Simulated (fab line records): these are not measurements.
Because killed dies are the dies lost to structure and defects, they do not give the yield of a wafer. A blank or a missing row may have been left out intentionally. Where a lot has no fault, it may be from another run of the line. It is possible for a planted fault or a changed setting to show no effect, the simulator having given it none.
Which of the tools did it? -- flow sfq-line -- 14 lots with 42 wafers sampled at 4 steps, on a route of 325 steps

## WHAT EACH GAUGE READ, for each wafer
Not one reading of a measure or inspect step in the record can be checked against a usual standard deviation.

## EACH LOT AND THE TOOL THAT RAN IT (in order: tool; ch and the chambers of the sampled wafers; start)
lot,SFQ_TRILAYER_M1_STRIP_STRIP_043,SFQ_TRILAYER_I1_CMP_CMP_046,SFQ_TRILAYER_I2_DEP_PECVD_063,SFQ_TRILAYER_I2_CMP_CMP_064
L189,"rie-metal-02 ch 0,1, day 24 00:47","cmp-01 ch 1,2,3, day 24 01:39","pecvd-01 ch 0,2, day 37 07:41","cmp-02 ch 0,1,3, day 37 07:48"
L190,"rie-metal-03 ch 0, day 25 08:14","cmp-01 ch 0,2, day 25 09:36","pecvd-03 ch 0,2, day 38 14:53","cmp-01 ch 0,1, day 38 17:28"
L191,"rie-metal-03 ch 0, day 25 13:02","cmp-01 ch 0,3, day 25 13:54","pecvd-02 ch 0,2, day 38 23:25","cmp-01 ch 0,1,2, day 39 03:28"
L192,"rie-metal-04 ch 0, day 25 20:14","cmp-02 ch 0,3, day 25 22:03","pecvd-03 ch 0,2, day 39 06:37","cmp-01 ch 0,1,2, day 39 08:58"
L193,"rie-metal-04 ch 0,1, day 26 04:56","cmp-02 ch 0,1,2, day 26 06:47","pecvd-03 ch 0,1,2, day 39 15:01","cmp-02 ch 1,2,3, day 39 15:35"
L194,"rie-metal-04 ch 0,1, day 26 20:13","cmp-02 ch 1,3, day 27 04:44","pecvd-03 ch 0,2, day 40 06:37","cmp-01 ch 1,2,3, day 40 09:00"
L200,"rie-metal-03 ch 1, day 30 00:10","cmp-01 ch 2,3, day 30 13:53","pecvd-02 ch 0,1,2, day 43 23:16","cmp-02 ch 0,2, day 44 02:13"
L201,"rie-metal-04 ch 0,1, day 30 05:35","cmp-02 ch 0,1,3, day 30 22:44","pecvd-03 ch 0,2, day 44 05:16","cmp-01 ch 0,2,3, day 44 07:44"
L202,"rie-metal-02 ch 0,1, day 30 13:59","cmp-02 ch 0,3, day 31 04:44","pecvd-02 ch 0,1,2, day 44 11:16","cmp-01 ch 0,1,2, day 44 12:20"
L203,"rie-metal-02 ch 0,1, day 30 23:35","cmp-02 ch 0,2, day 31 14:14","pecvd-02 ch 0,2, day 44 17:04","cmp-02 ch 1,2,3, day 44 20:01"
L206,"rie-metal-03 ch 0,1, day 32 07:59","cmp-01 ch 0,2,3, day 32 09:50","pecvd-01 ch 1,2, day 45 06:16","cmp-01 ch 1,2, day 45 07:02"
L208,"rie-metal-03 ch 0,1, day 32 22:56","cmp-01 ch 0,1,3, day 33 00:58","pecvd-03 ch 1,2, day 45 19:29","cmp-01 ch 0,2, day 46 03:47"
L209,"rie-metal-02 ch 0,1, day 33 05:11","cmp-01 ch 0,2,3, day 33 05:51","pecvd-02 ch 0,1,2, day 46 00:17","cmp-02 ch 1,2,3, day 46 06:36"
L210,"rie-metal-04 ch 0,1, day 33 11:07","cmp-01 ch 0,2,3, day 33 12:28","pecvd-03 ch 0,1,2, day 46 07:28","cmp-02 ch 1,2,3, day 46 16:56"
- SFQ_TRILAYER_M1_STRIP_STRIP_043: strips in O2.
- SFQ_TRILAYER_I1_CMP_CMP_046: polishes SiO2.
- SFQ_TRILAYER_I2_DEP_PECVD_063: deposits SiO2 from SiH4/N2O, time 111.11 s, target thk 500 nm.
- SFQ_TRILAYER_I2_CMP_CMP_064: polishes SiO2.

## AS READ BY THE TOOLS THEMSELVES (means over the sampled wafers that have a number; for cases with no such wafer, the mark the record gives instead)
SFQ_TRILAYER_M1_STRIP_STRIP_043.
lot,tool,drypump-motor-current-A (A),oes-product-au (a.u.)
L189,rie-metal-02,6.1,0.993
L190,rie-metal-03,6.0,1.010
L191,rie-metal-03,6.0,1.009
L192,rie-metal-04,6.7,1.001
L193,rie-metal-04,6.3,1.010
L194,rie-metal-04,6.3,1.007
L200,rie-metal-03,5.3,0.985
L201,rie-metal-04,6.3,1.011
L202,rie-metal-02,5.9,1.004
L203,rie-metal-02,6.1,1.003
L206,rie-metal-03,5.8,1.004
L208,rie-metal-03,5.5,0.996
L209,rie-metal-02,6.1,1.008
L210,rie-metal-04,6.5,1.004

SFQ_TRILAYER_I1_CMP_CMP_046.
lot,tool,motor-current-A (A),platen-rpm (rpm),retaining-ring-pressure-frac,time-to-endpoint-s (s)
L189,cmp-01,10.2,59.98,0.998,212
L190,cmp-01,9.5,53.93,0.999,239
L191,cmp-01,10.4,54.03,0.995,237
L192,cmp-02,11.4,59.97,1.001,227
L193,cmp-02,10.6,59.99,0.999,229
L194,cmp-02,11.1,59.96,1.000,219
L200,cmp-01,10.0,59.99,1.000,208
L201,cmp-02,10.8,60.00,0.999,212
L202,cmp-02,11.3,59.99,0.997,214
L203,cmp-02,10.1,59.96,1.000,215
L206,cmp-01,9.8,60.00,1.003,213
L208,cmp-01,10.6,59.96,1.001,218
L209,cmp-01,9.7,60.00,0.994,220
L210,cmp-01,10.3,59.99,1.002,210

SFQ_TRILAYER_I2_DEP_PECVD_063.
lot,tool,heater-power-w (W),throttle-valve-pct (%)
L189,pecvd-01,89,25.0
L190,pecvd-03,95,26.4
L191,pecvd-02,74,23.5
L192,pecvd-03,92,26.0
L193,pecvd-03,87,25.6
L194,pecvd-03,94,26.3
L200,pecvd-02,78,23.5
L201,pecvd-03,93,26.2
L202,pecvd-02,75,23.5
L203,pecvd-02,78,23.7
L206,pecvd-01,81,25.2
L208,pecvd-03,83,25.2
L209,pecvd-02,72,23.7
L210,pecvd-03,93,25.5

SFQ_TRILAYER_I2_CMP_CMP_064.
lot,tool,motor-current-A (A),platen-rpm (rpm),retaining-ring-pressure-frac,time-to-endpoint-s (s)
L189,cmp-02,10.8,60.01,1.001,215
L190,cmp-01,11.1,59.96,1.002,219
L191,cmp-01,10.1,59.99,0.994,207
L192,cmp-01,10.0,60.04,0.990,213
L193,cmp-02,11.0,60.04,0.999,218
L194,cmp-01,10.2,59.96,0.999,218
L200,cmp-02,10.5,60.00,1.003,221
L201,cmp-01,9.8,60.01,0.994,216
L202,cmp-01,10.1,59.96,0.995,219
L203,cmp-02,10.6,60.01,1.000,213
L206,cmp-01,10.0,59.95,0.991,208
L208,cmp-01,9.8,59.99,0.998,220
L209,cmp-02,10.9,59.99,0.996,216
L210,cmp-02,11.1,59.98,1.003,213

## THE ANSWER, worked out from the rows above alone
Rule: the lots themselves supply what counts as usual. Put in order of their means at a reading, lots are off if they are a third of the lots or fewer, leave a main group of 4 or more, and stand apart from it by a gap of 3 or more times the standard deviation of the main group's means; of several such gaps the widest counts. A main group whose means are all the same, to the digits that the tables above print for the reading, isn't used. Also off: a lot with no number at a reading for which 4 or more lots have one. Where the step has rows for the other lots, those lots are counted as sound. The gauges are gone through in route order, then the tools' own readings, and for those a lot's mean is taken as printed above. At the first step where some lot is off, the reading lying furthest off is the one used; lots without a number count as furthest.
Off, at SFQ_TRILAYER_I1_CMP_CMP_046 on platen-rpm: L190, L191. Main group: mean 59.98 rpm, sd 0.015.
If a tool, at that step or one of the process steps before it, ran each lot that is off and ran no sound lot following the first of them, it fits. Of those tried, none fits.

## WHAT HAD BEEN PUT IN BY THE SIMULATOR
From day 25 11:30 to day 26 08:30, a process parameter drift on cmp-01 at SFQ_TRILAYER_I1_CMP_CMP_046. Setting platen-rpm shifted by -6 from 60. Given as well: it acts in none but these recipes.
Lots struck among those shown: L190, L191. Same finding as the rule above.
